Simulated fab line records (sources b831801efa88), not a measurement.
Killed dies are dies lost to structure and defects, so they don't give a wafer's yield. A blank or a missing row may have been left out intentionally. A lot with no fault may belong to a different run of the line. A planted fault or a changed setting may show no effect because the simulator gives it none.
Comparing a struck lot with a sound one ; flow sky130 ; 15 out of 708 route steps
Sound: the wafers L667.1, L667.2, L667.6. The struck wafers were L676.2, L676.3, L676.5. Last of all comes the cause.
Per side, at each step with rows, come the tool, then ch with its chambers, and then its first start. Under that, the readings that differ: sound wafers ; struck wafers ; difference of the means ; sigmas: that difference in standard deviations of wafers without a fault.
alike: words and numbers the same on both sides, and readings whose means are apart by under 2 such deviations; not compared: readings that were withheld, readings missing a value for some wafer, numbers with overlapping values and no deviation given by the record, and bounds like >300 which may hide the same value.
The two part at a step that has a row with sigmas, a row that says differs or no value, or rows on one side only. Numbers that don't overlap but have no deviation are shown without sigmas and don't part them. A reading missing from all wafers of one side parts the sides only when that side holds two or more wafers.

first, 7 steps without rows for these wafers: SKY_LDD_LDN_DEHYDRATE_00 (time 60 s); SKY_LDD_LDN_HMDS_01 (prime time 60 s); SKY_LDD_LDN_COAT_02 (resist thk 1140 nm); SKY_LDD_LDN_SOFTBAKE_03 (time 60 s); SKY_LDD_LDN_EXPOSE_04 (exposes mask LDNTM, target cd 700 nm); SKY_LDD_LDN_PEB_05; SKY_LDD_LDN_DEVELOP_06 (develop time 60 s).
SKY_LDD_LDN_OVL_MEAS_07:
  sound: overlay-01 at day 25 12:46; struck: overlay-02 at day 28 08:43
  alike: LDD_LDN_OVL
then, 4 steps without rows for these wafers: SKY_LDD_LDN_IMPLANT_08; SKY_LDD_LDN_IMPLANT_09; SKY_LDD_LDN_IMPLANT_10; SKY_LDD_LDN_IMPLANT_11.
SKY_LDD_LDN_STRIP_12: strips in O2/N2.
  sound on plasma_asher-03 ch 0,1, day 25 13:24; struck on plasma_asher-04 ch 0,1, day 28 09:21
  no value came back on the struck wafers for any of 5 readings (chamber_pressure_mTorr (mTorr), drypump_motor_current_A (A) and others); on the sound wafers chamber_pressure_mTorr (mTorr) reads 1499.3 1501.3 1499.4
reading;sound;struck;difference;sigmas
model.NOVOLAK_of_LDD_LDN_COAT_02.thk_nm (nm);0 0 0;1143 1142 1139;+1141;
  not compared: rf_hours_counter_h
SKY_LDD_LDN_TW_MEAS_13:
  sound: film_metro-03 at day 25 13:30; struck: film_metro-02 at day 28 09:28
  alike: LDD_LDN_TW
-- record jumps: 21 days separate the struck wafers' starts on either side; left off in module LDD_LDN, taken up again in module PAD_OPEN, whose first shown step is the route's number 708 --
SKY_PAD_OPEN_PROBE_99:
  sound: prober-02 at day 47 17:09; struck: prober-02 at day 49 12:13
reading;sound;struck;difference;sigmas
killed_at_front_end;4 8 16;402 431 409;+405;+92
killed_dies;74 75 89;492 492 492;+413;+42
killed_on_rim;14 18 20;96 96 96;+79;+20
  alike: killed_at_M0_to_M3, killed_at_M4_up, killed_at_contacts, killed_at_other, killed_open, killed_short

== WHERE THEY PART ==
Earliest at SKY_LDD_LDN_STRIP_12; latest, in this record, at SKY_PAD_OPEN_PROBE_99.

WHY: the cause the simulator had injected
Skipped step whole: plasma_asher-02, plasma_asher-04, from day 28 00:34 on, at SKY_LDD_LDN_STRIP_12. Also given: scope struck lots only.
